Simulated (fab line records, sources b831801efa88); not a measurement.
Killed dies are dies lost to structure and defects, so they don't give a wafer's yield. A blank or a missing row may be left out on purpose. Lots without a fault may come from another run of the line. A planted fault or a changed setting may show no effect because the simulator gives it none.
fab line records | flow gf180mcu
record lots=5 wafers=15 last_day=33
route steps=602 shown HV_LDD@218 NSD@235 PSD@248
lots that met no fault: from a run of the same line without faults
start_h: hours from the record's first day to the start of the lot's first wafer shown | wait_h: hours since the lot's step before | " the same as in the row above | L1.1+2: a row that stands for several wafers | - no value, or no start given | * or withheld: withheld | < > ~ a bound
route shown NAME@n: a module of which the file shows steps, and the number in the route of the first | usual: mean/standard deviation of fault-free wafers | same: alike in all rows | chamber/n: place in a boat | sites: the reading at each site | _std_site: their standard deviation | _edge_site: outer sites' mean less inner sites' | radius_mm: how far each site lies from the wafer's centre | mask NAME#n: copy n | behind: the tool/chamber that last shaped the wafer | hold: why the lot was held/for how many hours/how that ended | device: the transistor (n, p or np) that didn't switch | end of line: the same wafers' tests at the end of the route | a step without rows: its recipe alone | killed: dies lost to structure and defects at the first sort, not the wafer's yield | map: a wafer's dies, x killed, . not, _ none there
set.NAME: the setting as run; set.NAME@STEP: as run at that earlier step | model.NAME: the simulator's own value behind a step, which no gauge read
lots at some steps of the route; a table a step, a row a wafer
services: from which hour (start_h, from the record's first day; less than 0 if before it) a tool's chamber was out of use, for how many hours, and why
## steps
# step GF_HV_LDD_SOFTBAKE_42
# recipe temp_c=90 time_s=60 resist=NOVOLAK
# columns lot.wafer tool chamber start_h wait_h
L077.1+3+4 litho_track-03 0 282.20 0.1
L083.3+4+5 litho_track-04 0 333.39 0.1
L084.1+2+5 litho_track-02 0 349.54 0.1
L090.2+3+5 litho_track-02 0 388.56 0.1
L094.1+3+6 litho_track-04 0 424.54 0.1
# step GF_HV_LDD_EXPOSE_43
# recipe mask_id=Pplus_HV_AREA target_cd_nm=400 na=0.6 source_shape=conventional sigma_outer=0.6 dose_mj=140
# usual stage_vel_mm_s=500.05/0.28
# columns lot.wafer tool chamber start_h wait_h mask stage_vel_mm_s
L077.1 iline_stepper-01 0 - - Pplus_HV_AREA#0 500.07
L077.3 " 0 " " Pplus_HV_AREA#0 499.77
L077.4 " 0 " " Pplus_HV_AREA#0 500.13
L083.3 iline_stepper-02 0 - - Pplus_HV_AREA#0 499.84
L083.4 " 0 " " Pplus_HV_AREA#0 499.69
L083.5 " 0 " " Pplus_HV_AREA#0 500.01
L084.1 iline_stepper-02 0 - - Pplus_HV_AREA#0 500.16
L084.2 " 0 " " Pplus_HV_AREA#0 500.26
L084.5 " 0 " " Pplus_HV_AREA#0 500.36
L090.2 iline_stepper-01 0 - - Pplus_HV_AREA#0 499.87
L090.3 " 0 " " Pplus_HV_AREA#0 500.19
L090.5 " 0 " " Pplus_HV_AREA#0 500.33
L094.1 iline_stepper-01 0 - - Pplus_HV_AREA#0 499.99
L094.3 " 0 " " Pplus_HV_AREA#0 500.02
L094.6 " 0 " " Pplus_HV_AREA#0 500.17
# step GF_HV_LDD_PEB_44
# recipe temp_c=withheld time_s=* resist=NOVOLAK
# columns lot.wafer tool chamber start_h wait_h
L077.1+3+4 litho_track-03 0 - -
L083.3+4+5 litho_track-03 0 - -
L084.1+2+5 litho_track-04 0 - -
L090.2+3+5 litho_track-03 0 - -
L094.1+3+6 litho_track-02 0 - -
# step GF_HV_LDD_DEVELOP_45
# recipe develop_time_s=60 dev_temp_c=23
# same develop_time_s=60
# columns lot.wafer tool chamber start_h wait_h
L077.1+3+4 litho_track-03 0 291.75 0.1
L083.3+4+5 litho_track-03 0 343.55 0.1
L084.1+2+5 litho_track-04 0 360.24 0.1
L090.2+3+5 litho_track-03 0 399.38 0.1
L094.1+3+6 litho_track-02 0 436.94 0.1
# step GF_HV_LDD_CD_MEAS_46
# recipe target_cd_nm=400
# usual cd_nm=400.1/2.2
# columns lot.wafer tool chamber start_h wait_h cd_nm
L077.1 cd_sem-02 - 291.90 0.1 398.0
L077.3 " - " " 398.0
L077.4 " - " " 397.8
L083.3 cd_sem-02 - 343.69 0.1 400.0
L083.4 " - " " 398.7
L083.5 " - " " 398.3
L084.1 cd_sem-02 - 360.39 0.1 401.3
L084.2 " - " " 402.5
L084.5 " - " " 405.6
L090.2 cd_sem-02 - 399.52 0.1 398.2
L090.3 " - " " 398.5
L090.5 " - " " 397.6
L094.1 cd_sem-02 - 437.09 0.1 399.4
L094.3 " - " " 398.1
L094.6 " - " " 399.6
# step GF_HV_LDD_OVL_MEAS_47
# usual HV_LDD_03_OVL=-1.0/1.3
# columns lot.wafer tool chamber start_h wait_h HV_LDD_03_OVL[nm]
L077.1 overlay-02 - 292.02 0.1 -0.2
L077.3 " - " " 0.4
L077.4 " - " " -0.4
L083.3 overlay-01 - 343.78 0.1 0.2
L083.4 " - " " -1.3
L083.5 " - " " -0.9
L084.1 overlay-01 - 360.51 0.1 0.1
L084.2 " - " " -0.3
L084.5 " - " " 1.5
L090.2 overlay-02 - 399.63 0.1 -3.2
L090.3 " - " " -2.6
L090.5 " - " " -4.1
L094.1 overlay-01 - 437.21 0.1 -1.5
L094.3 " - " " -2.8
L094.6 " - " " -1.0
# step GF_HV_LDD_IMPLANT_48
# recipe species=B energy_kev=25 dose_cm2=3e+13 tilt_deg=7
# usual end_station_pressure_torr=5.16e-06/2.9e-07
# columns lot.wafer tool chamber start_h wait_h end_station_pressure_torr
L077.1 implanter-01 0 292.06 0.0 4.94e-06
L077.3 " 0 " " 5.4e-06
L077.4 " 0 " " 4.95e-06
L083.3 implanter-04 0 343.86 0.1 5.56e-06
L083.4 " 0 " " 5.43e-06
L083.5 " 0 " " 5.2e-06
L084.1 implanter-04 0 360.55 0.0 4.94e-06
L084.2 " 0 " " 4.75e-06
L084.5 " 0 " " 5.34e-06
L090.2 implanter-04 0 399.68 0.0 5.74e-06
L090.3 " 0 " " 4.69e-06
L090.5 " 0 " " 4.77e-06
L094.1 implanter-01 0 437.24 0.0 4.91e-06
L094.3 " 0 " " 4.95e-06
L094.6 " 0 " " 4.66e-06
# step GF_HV_LDD_STRIP_49
# recipe chemistry=O2/N2 power_w=1400 pressure_mtorr=1500 platen_temp_c=250 o2_flow_sccm=3000 n2_flow_sccm=300 overash_fraction=0.5
# usual drypump_motor_current_A=5.90/0.2 heater_power_w=333/17 o2_flow_sccm=3000/10 oes_product_au=0.716/0.0047 strip_time_to_endpoint_s=12.622/0.029
# columns lot.wafer tool chamber start_h wait_h drypump_motor_current_A heater_power_w o2_flow_sccm oes_product_au rf_hours_counter_h strip_time_to_endpoint_s
L077.1 plasma_asher-01 0 292.21 0.1 5.76 323 2979 0.710 19 12.669
L077.3 " 1 " " 6.03 352 2995 0.714 - 12.677
L077.4 " 0 " " 5.78 316 2990 0.706 - 12.669
L083.3 plasma_asher-03 0 343.99 0.1 5.83 329 3008 0.714 - 12.606
L083.4 " 1 " " 6.17 334 3001 0.714 - 12.602
L083.5 " 0 " " 5.82 331 2993 0.710 - 12.630
L084.1 plasma_asher-01 0 360.70 0.1 5.81 323 2999 0.713 27 12.642
L084.2 " 1 " " 5.99 366 3002 0.713 27 12.638
L084.5 " 0 " " 5.79 322 3016 0.717 - 12.598
L090.2 plasma_asher-02 1 399.81 0.1 6.04 321 3026 0.715 58 12.702
L090.3 " 1 " " 6.09 309 3001 0.718 - 12.673
L090.5 " 1 " " 6.07 312 3014 0.710 - 12.686
L094.1 plasma_asher-01 0 437.39 0.1 5.83 327 3001 0.718 36 12.613
L094.3 " 1 " " 5.98 349 2987 0.727 - 12.629
L094.6 " 0 " " 5.81 318 2995 0.724 - 12.597
# step GF_HV_LDD_TW_MEAS_50
# usual HV_LDD_4_TW=571/3
# columns lot.wafer tool chamber start_h wait_h HV_LDD_4_TW
L077.1 film_metro-03 - 292.31 0.1 567
L077.3 " - " " 568
L077.4 " - " " 566
L083.3 film_metro-02 - 344.08 0.1 576
L083.4 " - " " 575
L083.5 " - " " 575
L084.1 film_metro-03 - 360.80 0.1 570
L084.2 " - " " 565
L084.5 " - " " 571
L090.2 film_metro-04 - 399.92 0.1 577
L090.3 " - " " 577
L090.5 " - " " 572
L094.1 film_metro-03 - 437.49 0.1 566
L094.3 " - " " 567
L094.6 " - " " 568
# step GF_HV_LDD_CLEAN_51
# recipe chemistry=SC1/SC2 mix=1:4:20 temp_c=70 time_s=150 dry=n2_spin
# usual bath_guard_temp_C=70.1/0.37
# columns lot.wafer tool chamber start_h wait_h bath_guard_temp_C
L077.1 wet_bench-01 2 292.37 0.1 70.1
L077.3 " 2 " " 69.9
L077.4 " 2 " " 70.1
L083.3 wet_bench-01 0 344.12 0.0 69.8
L083.4 " 0 " " 69.7
L083.5 " 0 " " 69.9
L084.1 wet_bench-03 3 360.86 0.1 70.7
L084.2 " 3 " " 70.5
L084.5 " 3 " " 70.7
L090.2 wet_bench-03 3 399.97 0.0 70.3
L090.3 " 3 " " 70.9
L090.5 " 3 " " 70.5
L094.1 wet_bench-01 1 437.55 0.1 70.2
L094.3 " 1 " " 70.3
L094.6 " 1 " " 70.6
# step GF_HV_LDD_RTA_52
# recipe temp_c=1000 time_s=10 ambient=N2
# usual chamber_o2_ppm=2.003/0.023 lamp_power_pct=31/6.9 wafer_temp_C_max=1004.1/0.98
# columns lot.wafer tool chamber start_h wait_h chamber_o2_ppm lamp_power_pct wafer_temp_C_max
L077.1 rtp_anneal-01 0 292.42 0.0 2.063 25 1003.6
L077.3 " 0 " " 2.012 25 1004.1
L077.4 " 0 " " 1.988 25 1004.0
L083.3 rtp_anneal-01 0 344.19 0.0 1.994 25 1003.9
L083.4 " 0 " " 2.011 25 1004.2
L083.5 " 0 " " 2.002 25 1003.5
L084.1 rtp_anneal-01 0 360.91 0.0 2.003 25 1003.2
L084.2 " 0 " " 2.021 25 1004.5
L084.5 " 0 " " 1.986 25 1006.2
L090.2 rtp_anneal-01 0 400.03 0.0 1.999 25 1004.7
L090.3 " 0 " " 1.973 25 1004.5
L090.5 " 0 " " 2.018 25 1004.2
L094.1 rtp_anneal-02 0 437.60 0.0 1.970 39 1004.1
L094.3 " 0 " " 1.996 39 1004.3
L094.6 " 0 " " 1.966 39 1003.8
# step GF_HV_LDD_RS_MEAS_53
# recipe thk_meas_gauge=four-point-probe
# usual HV_LDD_RS=418.1/0.93
# columns lot.wafer tool chamber start_h wait_h HV_LDD_RS[ohm/sq]
L077.1 film_metro-04 - 292.49 0.1 417.8
L077.3 " - " " 418.0
L077.4 " - " " 417.7
L083.3 film_metro-03 - 344.27 0.1 417.1
L083.4 " - " " 418.8
L083.5 " - " " 417.7
L084.1 film_metro-04 - 360.97 0.1 418.6
L084.2 " - " " 420.4
L084.5 " - " " 419.4
L090.2 film_metro-04 - 400.10 0.1 418.7
L090.3 " - " " 418.7
L090.5 " - " " 417.7
L094.1 film_metro-04 - 437.67 0.1 419.9
L094.3 " - " " 418.0
L094.6 " - " " 419.0
# step GF_HV_LDD_CVD_54
# recipe material=SiO2 target_thk_nm=10 precursor=TEOS temp_c=680 time_s=75 pressure_mtorr=400
# columns lot.wafer tool chamber start_h wait_h
L077.1+3+4 lpcvd-02 1 292.61 0.1
L083.3+4+5 lpcvd-02 1 344.35 0.1
L084.1+2+5 lpcvd-01 0 361.09 0.1
L090.2+3+5 lpcvd-01 1 400.20 0.1
L094.1+3+6 lpcvd-02 1 437.79 0.1
# step GF_HV_LDD_THK_MEAS_55
# recipe reads=SiO2_of_HV_LDD_CVD_54
# usual HV_LDD_CVD_54_THK=10.02/0.17
# columns lot.wafer tool chamber start_h wait_h HV_LDD_CVD_54_THK[nm]
L077.1 film_metro-04 - 293.63 0.0 10.05
L077.3 " - " " 9.94
L077.4 " - " " 10.08
L083.3 film_metro-04 - 345.40 0.0 9.94
L083.4 " - " " 10.15
L083.5 " - " " 10.10
L084.1 film_metro-04 - 362.11 0.0 10.13
L084.2 " - " " 10.01
L084.5 " - " " 10.06
L090.2 film_metro-02 - 401.23 0.0 9.66
L090.3 " - " " 9.78
L090.5 " - " " 9.71
L094.1 film_metro-03 - 438.81 0.0 9.86
L094.3 " - " " 9.84
L094.6 " - " " 10.02
# step GF_HV_LDD_CVD_56
# recipe material=Si3N4 precursor=DCS/NH3 target_thk_nm=90 temp_c=770 time_s=1543 pressure_mtorr=250
# columns lot.wafer tool chamber start_h wait_h
L077.1+3+4 lpcvd-02 1 293.69 0.1
L083.3+4+5 lpcvd-01 0 345.44 0.0
L084.1+2+5 lpcvd-01 0 362.17 0.1
L090.2+3+5 lpcvd-01 0 401.28 0.0
L094.1+3+6 lpcvd-01 1 438.87 0.1
# step GF_HV_LDD_THK_MEAS_57
# recipe reads=Si3N4_of_HV_LDD_CVD_56
# usual HV_LDD_CVD_56_THK=90.4/0.83
# columns lot.wafer tool chamber start_h wait_h HV_LDD_CVD_56_THK[nm]
L077.1 film_metro-04 - 295.12 0.0 90.3
L077.3 " - " " 89.5
L077.4 " - " " 90.0
L083.3 film_metro-02 - 346.88 0.0 90.4
L083.4 " - " " 90.5
L083.5 " - " " 89.9
L084.1 film_metro-03 - 363.60 0.0 88.8
L084.2 " - " " 89.2
L084.5 " - " " 88.9
L090.2 film_metro-02 - 402.72 0.0 89.2
L090.3 " - " " 90.0
L090.5 " - " " 89.4
L094.1 film_metro-04 - 440.30 0.0 91.1
L094.3 " - " " 91.0
L094.6 " - " " 90.8
# step GF_HV_LDD_ETCHBACK_58
# recipe chemistry=CH3F/O2 target=Si3N4 stop_on=SiO2 source_w=400 bias_w=80 pressure_mtorr=25 ch3f_flow_sccm=40 O2_flow_sccm=30 time_s=100 target_depth_a=900
# usual drypump_motor_current_A=5.8/0.37 oes_product_au=0.844/0.006 throttle_valve_pct=10.562/0.0092
# columns lot.wafer tool chamber start_h wait_h drypump_motor_current_A oes_product_au rf_hours_counter_h throttle_valve_pct
L077.1 rie_diel-04 1 295.18 0.1 6.2 0.843 9 10.566
L077.3 " 0 " " 5.8 0.840 45 10.556
L077.4 " 3 " " 5.6 0.840 124 10.572
L083.3 rie_diel-04 0 346.92 0.0 5.9 0.838 47 10.560
L083.4 " 0 " " 5.8 0.848 - 10.563
L083.5 " 1 " " 6.2 0.842 - 10.561
L084.1 rie_diel-01 0 363.66 0.1 6.2 0.839 7 10.558
L084.2 " 2 " " 5.3 0.841 74 10.563
L084.5 " 2 " " 5.3 0.849 - 10.565
L090.2 rie_diel-02 0 402.77 0.0 5.7 0.837 19 10.566
L090.3 " 1 " " 6.2 0.847 7 10.555
L090.5 " 0 " " 5.8 0.844 - 10.573
L094.1 rie_diel-04 0 440.36 0.1 5.9 0.859 49 10.558
L094.3 " 1 " " 6.2 0.849 13 10.572
L094.6 " 3 " " 5.6 0.842 - 10.537
# step GF_NSD_DEHYDRATE_00
# recipe temp_c=200 time_s=60
# columns lot.wafer tool chamber start_h wait_h
L077.1+3+4 litho_track-01 0 303.92 8.7
L083.3+4+5 litho_track-04 0 357.59 10.6
L084.1+2+5 litho_track-01 0 373.82 10.1
L090.2+3+5 litho_track-04 0 414.06 11.3
L094.1+3+6 litho_track-04 0 451.34 10.9
# step GF_NSD_HMDS_01
# recipe prime_time_s=60 prime_temp_c=120
# same prime_time_s=60
# columns lot.wafer tool chamber start_h wait_h
L077.1+3+4 litho_track-01 0 304.07 0.1
L083.3+4+5 litho_track-04 0 357.74 0.1
L084.1+2+5 litho_track-01 0 373.97 0.1
L090.2+3+5 litho_track-04 0 414.21 0.1
L094.1+3+6 litho_track-04 0 451.49 0.1
# step GF_NSD_COAT_02
# recipe resist=NOVOLAK spin_rpm=3000 resist_thk_nm=1000
# columns lot.wafer tool chamber start_h wait_h
L077.1+3+4 litho_track-01 0 304.22 0.1
L083.3+4+5 litho_track-04 0 357.89 0.1
L084.1+2+5 litho_track-01 0 374.12 0.1
L090.2+3+5 litho_track-04 0 414.36 0.1
L094.1+3+6 litho_track-04 0 451.64 0.1
# step GF_NSD_SOFTBAKE_03
# recipe temp_c=90 time_s=60 resist=NOVOLAK
# columns lot.wafer tool chamber start_h wait_h
L077.1+3+4 litho_track-01 0 304.37 0.1
L083.3+4+5 litho_track-04 0 358.04 0.1
L084.1+2+5 litho_track-01 0 374.27 0.1
L090.2+3+5 litho_track-04 0 414.51 0.1
L094.1+3+6 litho_track-04 0 451.79 0.1
# step GF_NSD_EXPOSE_04
# recipe mask_id=Nplus target_cd_nm=400 na=0.6 source_shape=conventional sigma_outer=0.6 dose_mj=140
# usual stage_vel_mm_s=500.00/0.26
# columns lot.wafer tool chamber start_h wait_h mask stage_vel_mm_s
L077.1 iline_stepper-01 0 - - Nplus#0 499.58
L077.3 " 0 " " Nplus#0 499.77
L077.4 " 0 " " Nplus#0 499.31
L083.3 iline_stepper-01 0 - - Nplus#0 500.40
L083.4 " 0 " " Nplus#0 500.05
L083.5 " 0 " " Nplus#0 500.16
L084.1 iline_stepper-02 0 - - Nplus#0 500.01
L084.2 " 0 " " Nplus#0 499.73
L084.5 " 0 " " Nplus#0 500.05
L090.2 iline_stepper-02 0 - - Nplus#0 499.78
L090.3 " 0 " " Nplus#0 500.33
L090.5 " 0 " " Nplus#0 499.79
L094.1 iline_stepper-01 0 - - Nplus#0 500.27
L094.3 " 0 " " Nplus#0 499.50
L094.6 " 0 " " Nplus#0 500.04
# step GF_NSD_PEB_05
# recipe temp_c=withheld time_s=* resist=NOVOLAK
# columns lot.wafer tool chamber start_h wait_h
L077.1+3+4 litho_track-02 0 - -
L083.3+4+5 litho_track-01 0 - -
L084.1+2+5 litho_track-01 0 - -
L090.2+3+5 litho_track-02 0 - -
L094.1+3+6 litho_track-01 0 - -
# step GF_NSD_DEVELOP_06
# recipe develop_time_s=60 dev_temp_c=23
# same develop_time_s=60
# columns lot.wafer tool chamber start_h wait_h
L077.1+3+4 litho_track-02 0 314.64 0.1
L083.3+4+5 litho_track-01 0 368.67 0.1
L084.1+2+5 litho_track-01 0 386.42 0.1
L090.2+3+5 litho_track-02 0 426.26 0.1
L094.1+3+6 litho_track-01 0 463.97 0.1
# step GF_NSD_CD_MEAS_07
# recipe target_cd_nm=400
# usual cd_nm=400.8/2.4
# columns lot.wafer tool chamber start_h wait_h cd_nm
L077.1 cd_sem-02 - 314.79 0.1 402.3
L077.3 " - " " 403.9
L077.4 " - " " 401.4
L083.3 cd_sem-01 - 368.81 0.1 402.7
L083.4 " - " " 402.1
L083.5 " - " " 401.8
L084.1 cd_sem-02 - 386.57 0.1 403.6
L084.2 " - " " 401.4
L084.5 " - " " 404.0
L090.2 cd_sem-02 - 426.41 0.1 397.6
L090.3 " - " " 396.4
L090.5 " - " " 396.1
L094.1 cd_sem-02 - 464.12 0.1 397.2
L094.3 " - " " 395.8
L094.6 " - " " 398.0
# step GF_NSD_OVL_MEAS_08
# usual NSD_OVL=-0.6/1.2
# columns lot.wafer tool chamber start_h wait_h NSD_OVL[nm]
L077.1 overlay-02 - 314.91 0.1 0.5
L077.3 " - " " -1.1
L077.4 " - " " 1.0
L083.3 overlay-02 - 368.90 0.1 -0.1
L083.4 " - " " 0.4
L083.5 " - " " 1.9
L084.1 overlay-01 - 386.69 0.1 1.3
L084.2 " - " " -0.2
L084.5 " - " " 1.3
L090.2 overlay-01 - 426.51 0.1 -1.9
L090.3 " - " " -0.5
L090.5 " - " " -2.1
L094.1 overlay-01 - 464.24 0.1 -0.3
L094.3 " - " " -0.4
L094.6 " - " " -0.4
# step GF_NSD_IMPLANT_09
# recipe species=As energy_kev=60 dose_cm2=4e+15 tilt_deg=7
# usual end_station_pressure_torr=1.29e-05/7.6e-07
# columns lot.wafer tool chamber start_h wait_h end_station_pressure_torr
L077.1 implanter-01 0 314.94 0.0 1.32e-05
L077.3 " 0 " " 1.26e-05
L077.4 " 0 " " 1.27e-05
L083.3 implanter-02 0 369.02 0.1 1.29e-05
L083.4 " 0 " " 1.28e-05
L083.5 " 0 " " 1.28e-05
L084.1 implanter-02 0 386.72 0.0 1.36e-05
L084.2 " 0 " " 1.31e-05
L084.5 " 0 " " 1.2e-05
L090.2 implanter-03 0 426.57 0.0 1.19e-05
L090.3 " 0 " " 1.24e-05
L090.5 " 0 " " 1.29e-05
L094.1 implanter-02 0 464.27 0.0 1.15e-05
L094.3 " 0 " " 1.14e-05
L094.6 " 0 " " 1.23e-05
# step GF_NSD_IMPLANT_10
# recipe species=P energy_kev=40 dose_cm2=5e+14 tilt_deg=7
# usual end_station_pressure_torr=7.2e-06/3.6e-07
# columns lot.wafer tool chamber start_h wait_h end_station_pressure_torr
L077.1 implanter-01 0 315.09 0.1 7e-06
L077.3 " 0 " " 6.7e-06
L077.4 " 0 " " 7.4e-06
L083.3 implanter-02 0 369.32 0.2 7e-06
L083.4 " 0 " " 7.7e-06
L083.5 " 0 " " 7.2e-06
L084.1 implanter-02 0 386.87 0.1 7.3e-06
L084.2 " 0 " " 6.6e-06
L084.5 " 0 " " 7.6e-06
L090.2 implanter-03 0 426.72 0.1 7.5e-06
L090.3 " 0 " " 7.3e-06
L090.5 " 0 " " 7.3e-06
L094.1 implanter-02 0 464.42 0.1 7.2e-06
L094.3 " 0 " " 7.8e-06
L094.6 " 0 " " 6.9e-06
# step GF_NSD_STRIP_11
# recipe chemistry=O2/N2 power_w=1400 pressure_mtorr=1500 platen_temp_c=250 o2_flow_sccm=3000 n2_flow_sccm=300 overash_fraction=0.5
# usual drypump_motor_current_A=5.84/0.23 heater_power_w=331/13 o2_flow_sccm=2999/9.6 oes_product_au=0.487/0.0047 strip_time_to_endpoint_s=22.951/0.029
# columns lot.wafer tool chamber start_h wait_h drypump_motor_current_A heater_power_w o2_flow_sccm oes_product_au rf_hours_counter_h strip_time_to_endpoint_s
L077.1 plasma_asher-03 1 315.24 0.1 6.18 335 3006 0.491 68 22.974
L077.3 " 1 " " 6.18 339 3004 0.489 - 22.932
L077.4 " 0 " " 5.81 331 2994 0.489 - 22.950
L083.3 plasma_asher-04 1 369.56 0.2 5.60 349 2999 0.485 - 22.932
L083.4 " 0 " " 5.72 321 3007 0.483 - 22.912
L083.5 " 0 " " 5.70 315 2995 0.490 - 22.955
L084.1 plasma_asher-03 0 387.02 0.1 5.85 328 3000 0.496 76 22.949
L084.2 " 1 " " 6.18 337 3018 0.476 76 22.928
L084.5 " 1 " " 6.17 338 3015 0.474 - 22.901
L090.2 plasma_asher-03 1 426.84 0.1 6.22 339 2997 0.482 80 22.931
L090.3 " 1 " " 6.20 345 3008 0.476 - 22.941
L090.5 " 0 " " 5.81 315 3002 0.481 - 22.930
L094.1 plasma_asher-03 1 464.57 0.1 6.16 340 2997 0.485 84 22.993
L094.3 " 1 " " 6.19 340 3001 0.488 - 22.958
L094.6 " 0 " " 5.85 320 3001 0.488 - 22.967
# step GF_NSD_TW_MEAS_12
# usual NSD_TW=4249/31
# columns lot.wafer tool chamber start_h wait_h NSD_TW
L077.1 film_metro-04 - 315.34 0.1 4281
L077.3 " - " " 4309
L077.4 " - " " 4264
L083.3 film_metro-02 - 369.64 0.1 4238
L083.4 " - " " 4223
L083.5 " - " " 4243
L084.1 film_metro-01 - 387.12 0.1 4196
L084.2 " - " " 4191
L084.5 " - " " 4206
L090.2 film_metro-04 - 426.95 0.1 4256
L090.3 " - " " 4243
L090.5 " - " " 4251
L094.1 film_metro-02 - 464.67 0.1 4255
L094.3 " - " " 4233
L094.6 " - " " 4244
# step GF_PSD_DEHYDRATE_00
# recipe temp_c=200 time_s=60
# columns lot.wafer tool chamber start_h wait_h
L077.1+3+4 litho_track-03 0 324.95 9.6
L083.3+4+5 litho_track-01 0 380.87 11.2
L084.1+2+5 litho_track-02 0 397.64 10.5
L090.2+3+5 litho_track-02 0 438.11 11.1
L094.1+3+6 litho_track-02 0 475.89 11.2
# step GF_PSD_HMDS_01
# recipe prime_time_s=60 prime_temp_c=120
# same prime_time_s=60
# columns lot.wafer tool chamber start_h wait_h
L077.1+3+4 litho_track-03 0 325.10 0.1
L083.3+4+5 litho_track-01 0 381.02 0.1
L084.1+2+5 litho_track-02 0 397.79 0.1
L090.2+3+5 litho_track-02 0 438.26 0.1
L094.1+3+6 litho_track-02 0 476.04 0.1
# step GF_PSD_COAT_02
# recipe resist=NOVOLAK spin_rpm=3000 resist_thk_nm=1000
# columns lot.wafer tool chamber start_h wait_h
L077.1+3+4 litho_track-03 0 325.25 0.1
L083.3+4+5 litho_track-01 0 381.17 0.1
L084.1+2+5 litho_track-02 0 397.94 0.1
L090.2+3+5 litho_track-02 0 438.41 0.1
L094.1+3+6 litho_track-02 0 476.19 0.1
# step GF_PSD_SOFTBAKE_03
# recipe temp_c=90 time_s=60 resist=NOVOLAK
# columns lot.wafer tool chamber start_h wait_h
L077.1+3+4 litho_track-03 0 325.40 0.1
L083.3+4+5 litho_track-01 0 381.32 0.1
L084.1+2+5 litho_track-02 0 398.09 0.1
L090.2+3+5 litho_track-02 0 438.56 0.1
L094.1+3+6 litho_track-02 0 476.34 0.1
# step GF_PSD_EXPOSE_04
# recipe mask_id=Pplus target_cd_nm=400 na=0.6 source_shape=conventional sigma_outer=0.6 dose_mj=140
# usual stage_vel_mm_s=499.99/0.25
# columns lot.wafer tool chamber start_h wait_h mask stage_vel_mm_s
L077.1 iline_stepper-02 0 - - Pplus#0 499.94
L077.3 " 0 " " Pplus#0 499.97
L077.4 " 0 " " Pplus#0 499.87
L083.3 iline_stepper-02 0 - - Pplus#0 500.09
L083.4 " 0 " " Pplus#0 499.98
L083.5 " 0 " " Pplus#0 500.17
L084.1 iline_stepper-02 0 - - Pplus#0 499.88
L084.2 " 0 " " Pplus#0 500.02
L084.5 " 0 " " Pplus#0 499.38
L090.2 iline_stepper-02 0 - - Pplus#0 500.70
L090.3 " 0 " " Pplus#0 500.34
L090.5 " 0 " " Pplus#0 500.64
L094.1 iline_stepper-01 0 - - Pplus#0 499.64
L094.3 " 0 " " Pplus#0 499.91
L094.6 " 0 " " Pplus#0 499.83
# step GF_PSD_PEB_05
# recipe temp_c=withheld time_s=* resist=NOVOLAK
# columns lot.wafer tool chamber start_h wait_h
L077.1+3+4 litho_track-01 0 - -
L083.3+4+5 litho_track-01 0 - -
L084.1+2+5 litho_track-01 0 - -
L090.2+3+5 litho_track-02 0 - -
L094.1+3+6 litho_track-01 0 - -
# step GF_PSD_DEVELOP_06
# recipe develop_time_s=60 dev_temp_c=23
# same develop_time_s=60
# columns lot.wafer tool chamber start_h wait_h
L077.1+3+4 litho_track-01 0 336.17 0.1
L083.3+4+5 litho_track-01 0 392.42 0.1
L084.1+2+5 litho_track-01 0 409.77 0.1
L090.2+3+5 litho_track-02 0 450.31 0.1
L094.1+3+6 litho_track-01 0 488.17 0.1
# step GF_PSD_CD_MEAS_07
# recipe target_cd_nm=400
# usual cd_nm=399.3/2.5
# columns lot.wafer tool chamber start_h wait_h cd_nm
L077.1 cd_sem-02 - 336.32 0.1 399.3
L077.3 " - " " 400.2
L077.4 " - " " 399.6
L083.3 cd_sem-01 - 392.66 0.2 403.0
L083.4 " - " " 403.5
L083.5 " - " " 401.6
L084.1 cd_sem-02 - 409.92 0.1 399.6
L084.2 " - " " 398.1
L084.5 " - " " 398.2
L090.2 cd_sem-01 - 450.46 0.1 400.1
L090.3 " - " " 401.1
L090.5 " - " " 398.7
L094.1 cd_sem-02 - 488.32 0.1 401.2
L094.3 " - " " 399.6
L094.6 " - " " 400.5
## services
# columns tool chamber start_h hours kind
iline_stepper-01 - 263.37 2.3 repair
iline_stepper-02 - 263.86 8.5 repair
rie_diel-04 3 281.26 5.8 repair
implanter-04 - 282.33 8.0 pm
plasma_asher-03 - 293.37 0.3 repair
lpcvd-01 - 299.14 2.8 pm
rie_diel-04 3 302.13 2.6 repair
plasma_asher-01 - 303.92 0.5 repair
implanter-01 - 324.73 1.9 repair
rie_diel-04 - 325.88 0.2 repair
plasma_asher-01 - 340.65 0.5 repair
plasma_asher-03 - 355.53 1.5 repair
iline_stepper-01 - 369.02 1.7 pm
implanter-02 - 389.44 7.0 pm
implanter-02 - 398.98 5.7 repair
lpcvd-01 - 417.20 1.4 repair
implanter-02 - 424.24 3.3 repair
iline_stepper-02 - 424.36 1.7 pm
implanter-02 - 427.70 3.1 repair
iline_stepper-01 - 430.20 8.9 pm
plasma_asher-03 - 430.27 4.6 repair
implanter-01 - 439.23 4.8 pm
iline_stepper-01 - 452.21 4.4 pm
lpcvd-02 - 480.81 0.9 repair
## key
fault none
